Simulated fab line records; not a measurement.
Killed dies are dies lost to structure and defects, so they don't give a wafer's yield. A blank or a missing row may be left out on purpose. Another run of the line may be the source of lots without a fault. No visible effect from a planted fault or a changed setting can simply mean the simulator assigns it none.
fab line records ; flow sky130
record lots=6; wafers=18; lastDay=50
route steps=708 shown VIA1@461 PAD_OPEN@708
lots untouched by any fault: they come from a run of this same line in which no faults occurred
startH: hours from the record's opening day to when the first of the lot's shown wafers began ; waitH: hours elapsed since this lot's preceding step ; " identical to the entry in the row above ; L1.1+2: one row covering several wafers at once ; - no value, or no start was given ; * or withheld: withheld ; < > ~ a bound
route shown NAME@n: a module of which the file shows steps, and the number in the route of the first ; usual: the fault-free wafers' mean and standard deviation ; same: alike in all rows ; chamber/n: place in a boat ; sites: per-site readings ; _std_site: their standard deviation ; _edge_site: outer sites' mean less inner sites' ; radiusMm: for every site, how far away it sits from the centre of the wafer ; mask NAME#n: copy n ; behind: the last tool/chamber to shape the wafer ; hold: what put the lot on hold/how long, in hours/how the hold closed ; device: which transistor (n, p or np) failed to switch ; end of line: tests run on the same wafers once the route is complete ; a step without rows: its recipe alone ; killed: dies lost to structure and defects at the first sort, not the wafer's yield ; map: a wafer's dies, x killed, . not, _ none there
set.NAME: the setting as run; set.NAME@STEP: as run at that earlier step ; model.NAME: the simulator's own value behind a step, which no gauge read
lots seen at some steps along the route; tables by step, rows by wafer
services: a tool's chamber out of use, with start hour (startH, from the record's first day; less than 0 if before it), hours out, and reason
## steps
# step SKY_VIA1_BOW_MEAS_03
# recipe mode=bow
# usual VIA1_BOW=80/7.3
lot.wafer;tool;chamber;startH;waitH;VIA1_BOW[um]
L436.3;filmMetro-01;-;784.53;0.3;73
L436.4;filmMetro-01;-;784.53;0.3;76
L436.6;filmMetro-01;-;784.53;0.3;78
L440.1;filmMetro-02;-;827.96;0.1;90
L440.2;filmMetro-02;-;827.96;0.1;81
L440.3;filmMetro-02;-;827.96;0.1;66
L455.2;filmMetro-01;-;921.33;0.2;79
L455.4;filmMetro-01;-;921.33;0.2;83
L455.5;filmMetro-01;-;921.33;0.2;91
L456.1;filmMetro-01;-;932.72;0.1;85
L456.3;filmMetro-01;-;932.72;0.1;74
L456.6;filmMetro-01;-;932.72;0.1;78
L457.2;filmMetro-02;-;936.55;0.2;90
L457.5;filmMetro-02;-;936.55;0.2;81
L457.6;filmMetro-02;-;936.55;0.2;80
L458.1;filmMetro-03;-;938.64;0.1;81
L458.5;filmMetro-03;-;938.64;0.1;78
L458.6;filmMetro-03;-;938.64;0.1;91
# step SKY_VIA1_DEHYDRATE_04
# recipe tempC=200; timeS=60
# step SKY_VIA1_HMDS_05
# recipe primeTimeS=60; primeTempC=120
# step SKY_VIA1_COAT_06
# recipe resist=BARC; tempC=withheld; timeS=withheld; spinRpm=3000; resistThkNm=60
# step SKY_VIA1_COAT_07
# recipe resist=KrF-thick; spinRpm=3000; resistThkNm=450
# step SKY_VIA1_SOFTBAKE_08
# recipe tempC=100; timeS=90; resist=KrF-thick
# step SKY_VIA1_EXPOSE_09
# recipe maskId=VIM; na=0.8; sourceShape=annular; sigmaInner=0.55; sigmaOuter=0.85; targetCdNm=150; doseMj=38
# step SKY_VIA1_PEB_10
# recipe pebTempC=withheld; pebTimeS=withheld; resist=KrF-thick
# step SKY_VIA1_DEVELOP_11
# recipe developTimeS=60; resist=KrF-thick; devTempC=21
# step SKY_VIA1_CD_MEAS_12
# recipe targetCdNm=150
# usual cdNm=149.2/1.9
lot.wafer;tool;chamber;startH;waitH;cdNm
L436.3;cdSem-01;-;810.65;-;150.1
L436.4;cdSem-01;-;810.65;-;150.4
L436.6;cdSem-01;-;810.65;-;149.3
L440.1;cdSem-02;-;854.55;-;150.5
L440.2;cdSem-02;-;854.55;-;149.0
L440.3;cdSem-02;-;854.55;-;149.3
L455.2;cdSem-01;-;946.43;-;149.6
L455.4;cdSem-01;-;946.43;-;150.0
L455.5;cdSem-01;-;946.43;-;150.0
L456.1;cdSem-01;-;957.16;-;148.1
L456.3;cdSem-01;-;957.16;-;148.8
L456.6;cdSem-01;-;957.16;-;147.1
L457.2;cdSem-01;-;961.18;-;150.3
L457.5;cdSem-01;-;961.18;-;148.0
L457.6;cdSem-01;-;961.18;-;150.2
L458.1;cdSem-02;-;962.55;-;148.6
L458.5;cdSem-02;-;962.55;-;146.7
L458.6;cdSem-02;-;962.55;-;147.8
# step SKY_VIA1_OVL_MEAS_13
# usual VIA1_OVL=-1/6.2
lot.wafer;tool;chamber;startH;waitH;VIA1_OVL[nm]
L436.3;overlay-01;-;810.74;0.1;-2
L436.4;overlay-01;-;810.74;0.1;-3
L436.6;overlay-01;-;810.74;0.1;-14
L440.1;overlay-01;-;854.67;0.1;-1
L440.2;overlay-01;-;854.67;0.1;9
L440.3;overlay-01;-;854.67;0.1;2
L455.2;overlay-02;-;946.54;0.1;-8
L455.4;overlay-02;-;946.54;0.1;-7
L455.5;overlay-02;-;946.54;0.1;-4
L456.1;overlay-01;-;957.28;0.1;-8
L456.3;overlay-01;-;957.28;0.1;-8
L456.6;overlay-01;-;957.28;0.1;-2
L457.2;overlay-01;-;961.29;0.1;4
L457.5;overlay-01;-;961.29;0.1;6
L457.6;overlay-01;-;961.29;0.1;2
L458.1;overlay-01;-;962.67;0.1;-2
L458.5;overlay-01;-;962.67;0.1;3
L458.6;overlay-01;-;962.67;0.1;0
# step SKY_VIA1_ETCH_14
# recipe chemistry=N2/H2; target=BARC; ionEnergyEv=200; sourceW=500; biasW=100; pressureMtorr=30; n2FlowSccm=100; h2FlowSccm=200; stopOn=SiO2; timeS=45.9; targetDepthA=600
# usual chamberPressureMTorr=29.998/0.027; drypumpMotorCurrentA=5.6/0.34; oesProductAu=0.854/0.0044; throttleValvePct=13.225/0.0085
lot.wafer;tool;chamber;startH;waitH;chamberPressureMTorr;drypumpMotorCurrentA;oesProductAu;rfHoursCounterH;throttleValvePct
L436.3;rieDiel-02;0;810.77;0.0;30.039;5.4;0.857;8;13.236
L436.4;rieDiel-02;1;810.77;0.0;30.024;5.3;0.860;18;13.227
L436.6;rieDiel-02;2;810.77;0.0;30.001;5.7;0.855;-;13.230
L440.1;rieDiel-04;0;854.70;0.0;30.036;6.3;0.858;17;13.233
L440.2;rieDiel-04;2;854.70;0.0;30.010;5.7;0.855;5;13.228
L440.3;rieDiel-04;3;854.70;0.0;30.003;5.3;0.857;18;13.218
L455.2;rieDiel-02;3;946.57;0.0;29.991;6.2;0.859;10;13.224
L455.4;rieDiel-02;3;946.57;0.0;29.977;6.2;0.857;-;13.219
L455.5;rieDiel-02;0;946.57;0.0;29.976;5.4;0.859;-;13.228
L456.1;rieDiel-04;2;957.31;0.0;29.997;5.7;0.857;7;13.232
L456.3;rieDiel-04;1;957.31;0.0;30.027;5.8;0.854;9;13.211
L456.6;rieDiel-04;3;957.31;0.0;30.010;5.4;0.860;-;13.216
L457.2;rieDiel-02;3;961.32;0.0;30.062;6.2;0.849;10;13.220
L457.5;rieDiel-02;0;961.32;0.0;29.965;5.4;0.858;-;13.220
L457.6;rieDiel-02;2;961.32;0.0;29.948;5.7;0.852;-;13.221
L458.1;rieDiel-01;2;962.71;0.0;30.027;5.5;0.858;13;13.201
L458.5;rieDiel-01;0;962.71;0.0;30.004;5.2;0.849;-;13.225
L458.6;rieDiel-01;3;962.71;0.0;29.991;5.5;0.861;-;13.216
# step SKY_VIA1_ETCH_15
# recipe target=SiO2; chemistry=C4F8/O2/Ar; targetDepthNm=351; stopOn=TiN; maskMaterial=KrF-thick; sourceW=1500; biasW=1200; pressureMtorr=40; c4f8FlowSccm=withheld; O2_flow_sccm=6; Ar_flow_sccm=300; timeS=54
# usual chamberPressureMTorr=40.00/0.033; oesProductAu=0.982/0.0058
lot.wafer;tool;chamber;startH;waitH;chamberPressureMTorr;oesProductAu;rfHoursCounterH;model.KrF-thick_of_VIA1_COAT_07.thkNm;model.VIA1.featureDepthNm;model.TiN_of_METAL1_SPUTTER_04.thkNm
L436.3;rieDiel-02;0;810.81;0.0;40.07;0.981;8;320.9;344;69.3
L436.4;rieDiel-02;1;810.81;0.0;39.95;0.981;19;319.2;342.7;70.16
L436.6;rieDiel-02;2;810.81;0.0;40.03;0.986;-;321.2;343.7;70.52
L440.1;rieDiel-04;0;854.75;0.0;40.06;0.982;17;323;344.3;68.05
L440.2;rieDiel-04;2;854.75;0.0;40.02;0.979;5;320.4;344.4;68.88
L440.3;rieDiel-04;3;854.75;0.0;40.03;0.987;18;323.4;343.8;68.55
L455.2;rieDiel-02;3;946.61;0.0;40.02;0.982;10;321;345.9;69.57
L455.4;rieDiel-02;3;946.61;0.0;40.00;0.974;-;319.9;344.6;69.97
L455.5;rieDiel-02;0;946.61;0.0;39.94;0.979;-;291.8;348.1;63.84
L456.1;rieDiel-04;2;957.35;0.0;40.02;0.984;7;315.8;346.1;70.52
L456.3;rieDiel-04;1;957.35;0.0;40.00;0.985;9;320.6;346.2;69.48
L456.6;rieDiel-04;3;957.35;0.0;40.03;0.986;-;318.9;345.9;69.84
L457.2;rieDiel-02;3;961.36;0.0;39.95;0.984;10;319.3;344.5;69.82
L457.5;rieDiel-02;0;961.36;0.0;39.97;0.989;-;291.5;350.1;64.95
L457.6;rieDiel-02;2;961.36;0.0;40.00;0.993;-;290.1;348.3;64.8
L458.1;rieDiel-01;2;962.75;0.0;39.98;0.977;13;324.1;343.9;69.69
L458.5;rieDiel-01;0;962.75;0.0;39.98;0.972;-;327.4;340;69.92
L458.6;rieDiel-01;3;962.75;0.0;39.98;0.978;-;323.6;346.1;70.27
# step SKY_VIA1_STRIP_16
# recipe chemistry=O2/N2; powerW=1400; pressureMtorr=1500; platenTempC=withheld; o2FlowSccm=3000; n2FlowSccm=300; overashFraction=0.5
# usual chamberPressureMTorr=1500.1/1.3; drypumpMotorCurrentA=5.5/0.41; oesProductAu=0.416/0.0047; stripTimeToEndpointS=4.459/0.026
lot.wafer;tool;chamber;startH;waitH;chamberPressureMTorr;drypumpMotorCurrentA;oesProductAu;rfHoursCounterH;stripTimeToEndpointS
L436.3;plasmaAsher-02;0;810.89;0.1;1501.7;5.0;0.418;-;4.454
L436.4;plasmaAsher-02;1;810.89;0.1;1500.8;5.8;0.417;-;4.428
L436.6;plasmaAsher-02;0;810.89;0.1;1500.1;5.0;0.419;-;4.459
L440.1;plasmaAsher-01;1;854.79;0.0;1499.7;5.0;0.417;41;4.466
L440.2;plasmaAsher-01;0;854.79;0.0;1499.9;6.1;0.413;41;4.436
L440.3;plasmaAsher-01;1;854.79;0.0;1498.3;5.0;0.422;-;4.482
L455.2;plasmaAsher-01;0;946.66;0.0;1500.0;6.1;0.414;50;4.449
L455.4;plasmaAsher-01;0;946.66;0.0;1496.4;6.1;0.421;-;4.435
L455.5;plasmaAsher-01;1;946.66;0.0;1498.6;5.0;0.402;-;4.156
L456.1;plasmaAsher-04;1;957.40;0.0;1498.1;5.8;0.417;117;4.385
L456.3;plasmaAsher-04;0;957.40;0.0;1499.6;5.1;0.413;-;4.430
L456.6;plasmaAsher-04;1;957.40;0.0;1498.5;5.8;0.412;-;4.402
L457.2;plasmaAsher-04;0;961.41;0.0;1502.3;5.1;0.411;118;4.409
L457.5;plasmaAsher-04;1;961.41;0.0;1499.4;5.8;0.397;-;4.137
L457.6;plasmaAsher-04;0;961.41;0.0;1497.7;5.1;0.402;-;4.141
L458.1;plasmaAsher-04;0;962.79;0.0;1498.0;5.1;0.420;118;4.482
L458.5;plasmaAsher-04;0;962.79;0.0;1497.5;5.1;0.417;-;4.512
L458.6;plasmaAsher-04;1;962.79;0.0;1498.8;5.9;0.417;-;4.482
# step SKY_VIA1_STRIP_17
# recipe chemistry=postEtchResidueRemover; timeS=1200; tempC=72.5
# step SKY_PAD_OPEN_PROBE_99
# usual defectLimitedYield=82.6/1.8; killed_at_M0_to_M3=43/6.6; killed_at_M4_up=2.9/1.6; killedAtContacts=24/4.9; killedAtFrontEnd=15/4.5; killedAtOther=0.2/0.45; killedDies=86/8.8; killedOpen=48/6.4; killedShort=38/5.6; sort_bin_3_pad_short=0.8/0.38; sort_bin_5_function=10.2/1.4; sort_bin_6_memory=6.4/1.1; sortNPass=406/8.8; sortYieldPct=82.6/1.8
# same grossDies=492; killedAtBackSide=0; sort_bin_4_leakage[%]=0; sort_bin_8_speed[%]=0
lot.wafer;tool;chamber;startH;waitH;defectLimitedYield[%];killed_at_M0_to_M3;killed_at_M4_up;killedAtContacts;killedAtFrontEnd;killedAtOther;killedDies;killedOpen;killedShort;sort_bin_3_pad_short[%];sort_bin_5_function[%];sort_bin_6_memory[%];sortNPass;sortYieldPct[%]
L440.1;prober-01;-;1126.24;0.1;83.9;42;3;17;17;0;79;46;33;1.2;9.1;5.7;413;83.9
L440.2;prober-01;-;1126.29;0.1;85.0;37;6;21;10;0;74;38;36;0.8;7.7;6.5;418;85.0
L440.3;prober-01;-;1126.34;0.2;80.5;50;3;25;18;0;96;58;38;1.2;8.9;9.3;396;80.5
# killed by level:class
L440.1 LI_CONTACT:geometricParticle:open=10 VIA1:geometricParticle:open=7 VIA2:geometricParticle:open=7 VIA3:geometricParticle:open=6 POLY_GATE:geometricParticle:short=5 VIA2:geometricParticle:short=5 FIELD_ISO:geometricParticle:open=4 METAL1:geometricParticle:short=4
L440.2 CONTACT:geometricParticle:open=9 LI_CONTACT:geometricParticle:open=6 METAL1:geometricParticle:short=6 METAL4:geometricParticle:short=6 VIA1:geometricParticle:open=6 VIA2:geometricParticle:open=6 METAL2:geometricParticle:short=4 LI_CONTACT:geometricParticle:short=3
L440.3 LI_CONTACT:geometricParticle:open=13 CONTACT:geometricParticle:open=10 VIA1:geometricParticle:open=10 METAL1:geometricParticle:short=8 VIA2:geometricParticle:open=7 METAL2:geometricParticle:short=7 FIELD_ISO:geometricParticle:open=6 FIELD_ISO:geometricParticle:short=5
## services
tool;chamber;startH;hours;kind
rieDiel-01;2;789.10;4.2;repair
rieDiel-02;-;795.79;0.6;repair
rieDiel-01;1;802.91;-;clean
rieDiel-01;1;802.91;14.5;scheduledDown
rieDiel-01;1;802.91;14.5;ventCycle
rieDiel-02;-;815.16;4.3;pm
rieDiel-04;3;821.34;12.6;repair
plasmaAsher-02;-;844.87;4.4;repair
rieDiel-01;3;849.70;8.1;repair
rieDiel-04;-;858.26;15.6;pm
rieDiel-04;2;897.24;20.0;repair
plasmaAsher-02;-;907.51;1.2;repair
rieDiel-01;-;919.86;0.4;repair
plasmaAsher-02;-;923.91;30.0;repair
plasmaAsher-01;-;940.01;4.2;repair
rieDiel-02;2;946.10;2.4;repair
rieDiel-02;1;956.64;-;clean
rieDiel-02;1;956.64;19.3;scheduledDown
rieDiel-02;1;956.64;19.3;ventCycle
## key
firstSign step=SKY_VIA1_STRIP_16; reading=stripTimeToEndpointS; direction=down; sigmas=12; usual=*; struck=*
effect step=SKY_VIA1_STRIP_16; reading=oesProductAu; direction=down; sigmas=3.4; usual=0.416; struck=0.400
modelEffect step=SKY_VIA1_ETCH_15; value=KrF-thick_of_VIA1_COAT_07.thkNm; without=322.5; struck=291.2
metAt SKY_VIA1_ETCH_15
struckWafers L455.5,L457.5,L457.6
onsetBetween 810.81 946.61
fault kind=processParameterDrift; tool=rieDiel-02; chamber=-; onsetH=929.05; steps=SKY_VIA1_ETCH_15; channel=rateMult; offset=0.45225; shape=step; endH=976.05; scope=struckWafersOnly
